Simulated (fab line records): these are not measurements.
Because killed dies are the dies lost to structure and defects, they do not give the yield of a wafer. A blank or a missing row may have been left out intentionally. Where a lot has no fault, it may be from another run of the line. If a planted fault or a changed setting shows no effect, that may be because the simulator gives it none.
Matching of chambers	flow sfqLine	cmp-01 running SFQ_TRILAYER_I6_CMP_CMP_166: 4 sister chambers
The step polishes SiO2. 20 wafers are shown with their chamber, then 10 later ones without.

WAFERS WITH THEIR CHAMBER
wafer	chamber	motorCurrentA (A)	timeToEndpointS (s)
L690.1	2	11.0	212
L690.3	0	10.9	214
L690.4	1	10.2	220
L692.2	3	8.9	217
L692.5	1	10.9	225
L692.6	2	11.4	219
L693.4	3	8.4	201
L693.5	2	11.6	215
L693.6	3	8.2	213
L694.3	3	9.0	211
L694.1	2	11.4	190
L694.4	1	11.0	201
L700.4	3	8.4	209
L700.3	1	11.1	212
L700.5	2	11.6	203
L707.2	1	11.1	219
L707.4	0	10.9	216
L707.3	3	8.7	210
L708.4	3	8.6	214
L708.5	0	11.4	217

SIGNATURES (averages over the wafers above)
reading	chamber 0	chamber 1	chamber 2	chamber 3	scatter within a chamber
motorCurrentA	11.067	10.860	11.400	8.600	0.304
timeToEndpointS	215.67	215.40	207.80	210.71	8.05
Rule: distance of a wafer from a chamber = root of the sum over the readings of ((wafer's reading minus chamber's mean) / reading's scatter) squared. If the next closest chamber is less than 2 further off than the closest, the wafer can't be placed; otherwise it belongs to the closest. The scatter: the root of (the sum of the squares of (reading less its chamber's mean) over the shown wafers, divided by (wafers less chambers)).

WAFERS WITHOUT THEIR CHAMBER
wafer	motorCurrentA (A)	timeToEndpointS (s)
L708.6	8.4	210
L709.2	9.1	204
L709.4	10.9	208
L709.5	10.7	208
L710.1	11.1	213
L710.2	11.6	204
L710.3	8.3	207
L711.3	11.2	193
L711.1	8.7	199
L711.6	11.6	216

CHAMBER TAKEN BY EACH
wafer	from the rows above	in truth
L708.6	3	3
L709.2	3	3
L709.4	can't be placed: 1 or 0 or 2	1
L709.5	can't be placed: 1 or 0 or 2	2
L710.1	can't be placed: 0 or 1 or 2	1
L710.2	can't be placed: 2 or 0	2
L710.3	3	3
L711.3	can't be placed: 2 or 0 or 1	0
L711.1	3	3
L711.6	can't be placed: 2 or 0 or 1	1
Correctly placed: 4 of 10. Unplaceable from these rows: 6, with the true chamber sitting among the candidates in 6. Placed wrongly: 0.
